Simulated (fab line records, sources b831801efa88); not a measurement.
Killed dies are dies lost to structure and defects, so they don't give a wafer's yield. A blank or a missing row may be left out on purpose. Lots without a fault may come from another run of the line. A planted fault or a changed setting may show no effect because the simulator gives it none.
Which tool did it? | flow sky130 | 12 lots, 36 wafers sampled, at 1 step of a route of 708

WHAT THE GAUGES READ, wafer by wafer
SKY_METAL2_THK_MEAS_06: measures by xrf. Usual: METAL2_ALCU_THK 251 nm, standard deviation 3.1.
lot  | measured     | on            | METAL2_ALCU_THK (nm) | flag
L656 | day 33 11:11 | film_metro-02 | 251 252 249          |
L657 | day 34 03:13 | film_metro-01 | 246 243 247          |
L658 | day 34 12:55 | film_metro-04 | 251 251 251          |
L659 | day 35 02:29 | film_metro-01 | 247 244 250          |
L661 | day 35 13:53 | film_metro-04 | 258 254 257          |
L663 | day 36 04:45 | film_metro-02 | 251 253 252          |
L673 | day 39 08:28 | film_metro-01 | 255 252 255          |
L674 | day 39 12:01 | film_metro-04 | 248 248 250          |
L675 | day 39 23:18 | film_metro-04 | 250 252 249          |
L677 | day 40 11:41 | film_metro-04 | 255 254 255          |
L678 | day 40 22:27 | film_metro-01 | 255 251 255          |
L679 | day 41 03:22 | film_metro-02 | 254 258 253          |

WHICH TOOL RAN EACH LOT (tool, then ch and the chambers of the sampled wafers, then the start)
The record holds no process step before these readings.

WHAT THE TOOLS THEMSELVES READ (means of the sampled wafers that have a number; where no wafer has one, the mark that the record gives instead)
The record holds no such reading with a usual standard deviation.

THE ANSWER, worked out from the rows above alone
Rule: a lot is off if the mean of its wafers that have a number lies more than 3 standard deviations from the usual mean. A lot without any number at a reading at which 4 lots or more have one is off too. The other lots that the step has rows for count as sound. The gauges are gone through in route order, then the tools' own readings, and for those a lot's mean is taken as printed above. The first step at which some lot is off is used, and at that step the reading that is off furthest; a lot without a number counts as furthest.
No lot is off at any reading shown: from this, nothing can be told.

WHAT THE SIMULATOR HAD PUT IN
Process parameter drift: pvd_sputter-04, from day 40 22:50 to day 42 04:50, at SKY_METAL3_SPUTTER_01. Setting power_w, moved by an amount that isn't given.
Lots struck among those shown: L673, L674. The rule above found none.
